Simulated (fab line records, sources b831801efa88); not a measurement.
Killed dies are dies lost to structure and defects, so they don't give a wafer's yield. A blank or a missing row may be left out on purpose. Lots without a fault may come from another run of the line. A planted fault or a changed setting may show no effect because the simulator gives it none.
Which tool did it? | flow gf180mcu | 13 lots, 39 wafers sampled, at 5 steps of a route of 602

WHAT THE GAUGES READ, wafer by wafer
GF_V1_RS_MEAS_24: measures by four-point-probe. Usual: V1_W_RS 0.328 ohm/sq, standard deviation 0.0051.
lot  | measured     | on            | V1_W_RS (ohm/sq)  | flag
L760 | day 18 07:22 | film_metro-01 | 0.325 0.332 0.319 |
L761 | day 18 13:52 | film_metro-01 | 0.327 0.324 0.331 |
L762 | day 19 08:04 | film_metro-01 | 0.328 0.334 0.330 |
L765 | day 20 05:40 | film_metro-02 | 0.331 0.330 0.324 |
L770 | day 22 05:10 | film_metro-01 | 0.337 0.334 0.334 |
L771 | day 22 15:10 | film_metro-02 | 0.337 0.325 0.340 |
L775 | day 23 19:01 | film_metro-03 | 0.325 0.327 0.331 |
L776 | day 24 04:34 | film_metro-03 | 0.325 0.327 0.328 |
L779 | day 25 04:10 | film_metro-02 | 0.328 0.324 0.324 |
L780 | day 25 12:45 | film_metro-02 | 0.326 0.327 0.332 |
L781 | day 25 23:15 | film_metro-02 | 0.328 0.326 0.320 |
L782 | day 26 00:40 | film_metro-01 | 0.322 0.328 0.322 |
L783 | day 26 05:23 | film_metro-01 | 0.323 0.337 0.337 |

GF_M2_CD_MEAS_14: target cd 280 nm. Usual: cd_nm 280.0 nm, standard deviation 1.3.
lot  | measured     | on        | cd_nm (nm)        | flag
L760 | day 19 07:53 | cd_sem-02 | 278.4 278.6 278.1 |
L761 | day 19 15:26 | cd_sem-01 | 281.7 281.8 282.6 |
L762 | day 20 09:22 | cd_sem-02 | 281.4 281.1 281.7 |
L765 | day 21 05:38 | cd_sem-01 | 279.4 281.5 279.2 |
L770 | day 23 04:44 | cd_sem-02 | 250.6 259.0 268.1 | OFF
L771 | day 23 14:27 | cd_sem-01 | 268.5 256.6 207.5 | OFF
L775 | day 24 17:30 | cd_sem-02 | 280.0 281.0 280.5 |
L776 | day 25 01:59 | cd_sem-01 | 278.8 278.9 280.3 |
L779 | day 26 02:16 | cd_sem-02 | 280.8 281.3 281.9 |
L780 | day 26 10:18 | cd_sem-02 | 276.9 279.0 278.1 |
L781 | day 26 20:47 | cd_sem-02 | 278.6 277.5 277.8 |
L782 | day 26 21:31 | cd_sem-02 | 280.8 279.8 281.0 |
L783 | day 27 02:36 | cd_sem-01 | 277.5 279.0 279.3 |

WHICH TOOL RAN EACH LOT (tool, then ch and the chambers of the sampled wafers, then the start)
lot  | GF_V1_SPUTTER_21             | GF_V1_SPUTTER_22             | GF_M2_EXPOSE_11
L760 | pvd_sputter-04, day 18 07:10 | pvd_sputter-04, day 18 07:13 | krf_scanner-02 ch 0, day 18 20:08
L761 | pvd_sputter-04, day 18 13:40 | pvd_sputter-04, day 18 13:43 | krf_scanner-01 ch 0, day 19 03:01
L762 | pvd_sputter-03, day 19 07:52 | pvd_sputter-03, day 19 07:55 | krf_scanner-02 ch 0, day 19 21:40
L765 | pvd_sputter-02, day 20 05:28 | pvd_sputter-02, day 20 05:31 | krf_scanner-02 ch 0, day 20 18:08
L770 | pvd_sputter-03, day 22 04:58 | pvd_sputter-03, day 22 05:01 | krf_scanner-02 ch 0, day 22 17:13
L771 | pvd_sputter-03, day 22 14:56 | pvd_sputter-03, day 22 15:00 | krf_scanner-02 ch 0, day 23 03:00
L775 | pvd_sputter-03, day 23 18:42 | pvd_sputter-03, day 23 18:46 | krf_scanner-01 ch 0, day 24 06:39
L776 | pvd_sputter-03, day 24 04:21 | pvd_sputter-03, day 24 04:25 | krf_scanner-01 ch 0, day 24 15:56
L779 | pvd_sputter-03, day 25 03:57 | pvd_sputter-03, day 25 04:01 | krf_scanner-01 ch 0, day 25 16:21
L780 | pvd_sputter-02, day 25 12:31 | pvd_sputter-02, day 25 12:35 | krf_scanner-01 ch 0, day 26 00:10
L781 | pvd_sputter-03, day 25 23:02 | pvd_sputter-03, day 25 23:06 | krf_scanner-01 ch 0, day 26 10:23
L782 | pvd_sputter-03, day 26 00:25 | pvd_sputter-03, day 26 00:28 | krf_scanner-01 ch 0, day 26 11:40
L783 | pvd_sputter-03, day 26 05:08 | pvd_sputter-03, day 26 05:12 | krf_scanner-02 ch 0, day 26 17:17
- GF_V1_SPUTTER_21: material Ti, target thk 15 nm, time 80.02 s.
- GF_V1_SPUTTER_22: material TiN, target thk 10 nm, time 40 s.
- GF_M2_EXPOSE_11: exposes mask Metal2, target cd 280 nm.

WHAT THE TOOLS THEMSELVES READ (means of the sampled wafers that have a number; where no wafer has one, the mark that the record gives instead)
GF_V1_SPUTTER_21. Usual: throttle_valve_pct 30.6 %, standard deviation 1.1.
lot  | tool           | throttle_valve_pct (%) | flag
L760 | pvd_sputter-04 | 30.1                   |
L761 | pvd_sputter-04 | 30.1                   |
L762 | pvd_sputter-03 | 30.5                   |
L765 | pvd_sputter-02 | 30.3                   |
L770 | pvd_sputter-03 | 30.2                   |
L771 | pvd_sputter-03 | 31.2                   |
L775 | pvd_sputter-03 | 31.1                   |
L776 | pvd_sputter-03 | 30.4                   |
L779 | pvd_sputter-03 | 30.6                   |
L780 | pvd_sputter-02 | 30.7                   |
L781 | pvd_sputter-03 | 30.6                   |
L782 | pvd_sputter-03 | 29.7                   |
L783 | pvd_sputter-03 | 31.0                   |

GF_V1_SPUTTER_22. Usual: throttle_valve_pct 30.6 %, standard deviation 1.1.
lot  | tool           | throttle_valve_pct (%) | flag
L760 | pvd_sputter-04 | 30.0                   |
L761 | pvd_sputter-04 | 30.3                   |
L762 | pvd_sputter-03 | 30.4                   |
L765 | pvd_sputter-02 | 30.3                   |
L770 | pvd_sputter-03 | 30.1                   |
L771 | pvd_sputter-03 | 31.2                   |
L775 | pvd_sputter-03 | 31.4                   |
L776 | pvd_sputter-03 | 30.4                   |
L779 | pvd_sputter-03 | 30.5                   |
L780 | pvd_sputter-02 | 30.9                   |
L781 | pvd_sputter-03 | 30.6                   |
L782 | pvd_sputter-03 | 29.6                   |
L783 | pvd_sputter-03 | 30.9                   |

THE ANSWER, worked out from the rows above alone
Rule: a lot is off if the mean of its wafers that have a number lies more than 3 standard deviations from the usual mean. A lot without any number at a reading at which 4 lots or more have one is off too. The other lots that the step has rows for count as sound. The gauges are gone through in route order, then the tools' own readings, and for those a lot's mean is taken as printed above. The first step at which some lot is off is used, and at that step the reading that is off furthest; a lot without a number counts as furthest.
Off: L770, L771, at GF_M2_CD_MEAS_14 (cd_nm).
A tool fits if, at a process step before that reading, it ran every lot that is off, and no sound lot after the first of them. The gauges at GF_M2_CD_MEAS_14 are tried like those tools. None of those tried fits.

WHAT THE SIMULATOR HAD PUT IN
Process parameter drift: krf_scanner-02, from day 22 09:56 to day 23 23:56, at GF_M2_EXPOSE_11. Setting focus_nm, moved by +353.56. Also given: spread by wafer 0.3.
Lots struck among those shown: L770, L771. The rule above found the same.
